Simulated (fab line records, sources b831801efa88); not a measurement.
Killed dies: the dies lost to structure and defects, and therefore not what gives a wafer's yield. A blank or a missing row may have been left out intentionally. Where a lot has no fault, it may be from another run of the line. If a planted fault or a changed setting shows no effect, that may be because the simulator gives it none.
Which tool is to blame? ; flow gf180mcu ; 11 lots, 33 wafers sampled, at 5 steps of a route of 602

## WHAT THE GAUGES SHOWED, per wafer
GF_CONTACT_CD_MEAS_14 targets a cd of 220 nm.
lot;measured;on;cd-nm (nm)
L565;day 16 13:34;cd-sem-01;220.4 219.7 219.6
L566;day 16 18:04;cd-sem-01;222.4 221.9 222.5
L567;day 17 03:16;cd-sem-01;218.0 220.3 217.7
L568;day 18 01:33;cd-sem-01;219.3 220.5 219.5
L575;day 20 11:06;cd-sem-02;221.2 220.0 221.1
L579;day 22 03:14;cd-sem-02;222.4 222.3 224.3
L581;day 22 10:41;cd-sem-01;219.9 219.7 219.9
L582;day 22 18:00;cd-sem-01;220.0 219.0 219.4
L583;day 23 03:18;cd-sem-02;222.5 222.9 223.0
L584;day 23 09:29;cd-sem-01;219.4 220.1 220.4
L587;day 24 04:02;cd-sem-01;220.2 220.5 219.3

GF_CONTACT_RS_MEAS_25: the measuring method here is four-point-probe.
lot;measured;on;CONTACT_W_RS (ohm/sq)
L565;day 16 14:23;film-metro-03;0.383 0.375 0.374
L566;day 16 18:53;film-metro-04;0.382 0.383 0.381
L567;day 17 04:04;film-metro-03;0.387 0.383 0.385
L568;day 18 02:28;film-metro-02;0.387 0.385 0.389
L575;day 20 11:56;film-metro-03;1.485 0.384 0.384
L579;day 22 04:02;film-metro-02;0.389 0.387 0.389
L581;day 22 11:36;film-metro-02;0.381 0.382 0.379
L582;day 22 18:50;film-metro-03;0.385 0.390 0.383
L583;day 23 04:13;film-metro-02;0.377 0.380 0.378
L584;day 23 10:19;film-metro-04;0.385 0.385 0.384
L587;day 24 04:52;film-metro-02;0.386 0.385 0.382

GF_CONTACT_THK_MEAS_26: measures by xrf.
lot;measured;on;CONTACT_W_THK (nm)
L565;day 16 14:29;film-metro-03;303 311 313
L566;day 16 19:01;film-metro-04;300 297 299
L567;day 17 04:11;film-metro-03;299 302 300
L568;day 18 02:35;film-metro-02;298 301 298
L575;day 20 12:03;film-metro-03;80 304 301
L579;day 22 04:09;film-metro-02;296 299 297
L581;day 22 11:41;film-metro-02;302 302 304
L582;day 22 18:58;film-metro-03;302 300 304
L583;day 23 04:19;film-metro-02;304 302 303
L584;day 23 10:25;film-metro-04;300 300 300
L587;day 24 04:59;film-metro-02;300 300 303

## EACH LOT AND THE TOOL THAT RAN IT (in order: tool; ch and the chambers of the sampled wafers; start)
lot;GF_CONTACT_STRIP_18;GF_CONTACT_CVD_24
L565;plasma-asher-04 ch 0,1, day 16 13:53;cvd-w-01 ch 0,1, day 16 14:17
L566;plasma-asher-02 ch 0,1, day 16 18:22;cvd-w-02 ch 0,1, day 16 18:47
L567;plasma-asher-04 ch 1, day 17 03:34;cvd-w-01 ch 1, day 17 03:58
L568;plasma-asher-02 ch 0,1, day 18 01:51;cvd-w-02 ch 1, day 18 02:17
L575;plasma-asher-01 ch 0,1, day 20 11:25;cvd-w-01 ch 0,1, day 20 11:50
L579;plasma-asher-02 ch 0,1, day 22 03:32;cvd-w-02 ch 0,1, day 22 03:55
L581;plasma-asher-02 ch 0,1, day 22 10:59;cvd-w-02 ch 0,1, day 22 11:29
L582;plasma-asher-04 ch 0,1, day 22 18:19;cvd-w-01 ch 0,1, day 22 18:44
L583;plasma-asher-04 ch 0,1, day 23 03:37;cvd-w-01 ch 0,1, day 23 04:07
L584;plasma-asher-01 ch 0,1, day 23 09:48;cvd-w-01 ch 0,1, day 23 10:13
L587;plasma-asher-02 ch 0,1, day 24 04:20;cvd-w-01 ch 0,1, day 24 04:46
- GF_CONTACT_STRIP_18: strips in O2/N2.
- GF_CONTACT_CVD_24: deposits W, target thk 300 nm, time 90.339 s.

## WHAT THE TOOLS THEMSELVES READ (means of the sampled wafers that have a number; where no wafer has one, the mark that the record gives instead)
GF_CONTACT_STRIP_18.
lot;tool;drypump-motor-current-A (A);heater-power-w (W);n2-flow-sccm (sccm);oes-product-au (a.u.)
L565;plasma-asher-04;5.1;332;299.8;0.581
L566;plasma-asher-02;5.8;339;300.2;0.582
L567;plasma-asher-04;5.4;348;299.8;0.585
L568;plasma-asher-02;5.7;327;299.8;0.581
L575;plasma-asher-01;5.6;327;300.3;0.580
L579;plasma-asher-02;5.9;340;298.9;0.579
L581;plasma-asher-02;5.8;333;300.3;0.584
L582;plasma-asher-04;5.2;338;300.2;0.576
L583;plasma-asher-04;5.2;339;299.6;0.579
L584;plasma-asher-01;5.8;307;299.6;0.580
L587;plasma-asher-02;5.7;329;299.9;0.581

GF_CONTACT_CVD_24.
lot;tool;heater-power-w (W)
L565;cvd-w-01;866
L566;cvd-w-02;864
L567;cvd-w-01;886
L568;cvd-w-02;898
L575;cvd-w-01;813
L579;cvd-w-02;893
L581;cvd-w-02;880
L582;cvd-w-01;813
L583;cvd-w-01;827
L584;cvd-w-01;829
L587;cvd-w-01;827

## THE ANSWER, worked out from the rows above alone
Rule: what is usual is taken from the lots themselves. Put in order of their means at a reading, lots are off if they are a third of the lots or fewer, leave a main group of 4 or more, and stand apart from it by a gap of 3 or more times the standard deviation of the main group's means; of several such gaps the widest counts. The tables above print the reading to a certain number of digits; a main group whose means all agree to those digits is not used. A lot without any number at a reading at which 4 lots or more have one is off too. All remaining lots with rows at the step are treated as sound. After the gauges, taken in route order, come the tools' own readings; for these a lot's mean is taken, as printed above. At the first step where some lot is off, the reading lying furthest off is the one used; lots without a number count as furthest.
Off: L575, seen at GF_CONTACT_RS_MEAS_25 (CONTACT_W_RS). For the main group the mean is 0.383 ohm/sq and the standard deviation 0.0035.
A tool fits if, at a process step before that reading, it ran every lot that is off, and no sound lot after the first of them. Those tools and the gauges at GF_CONTACT_RS_MEAS_25 are tried in the same way. Not one of the candidates tried fits.

## WHAT WAS PUT IN BY THE SIMULATOR
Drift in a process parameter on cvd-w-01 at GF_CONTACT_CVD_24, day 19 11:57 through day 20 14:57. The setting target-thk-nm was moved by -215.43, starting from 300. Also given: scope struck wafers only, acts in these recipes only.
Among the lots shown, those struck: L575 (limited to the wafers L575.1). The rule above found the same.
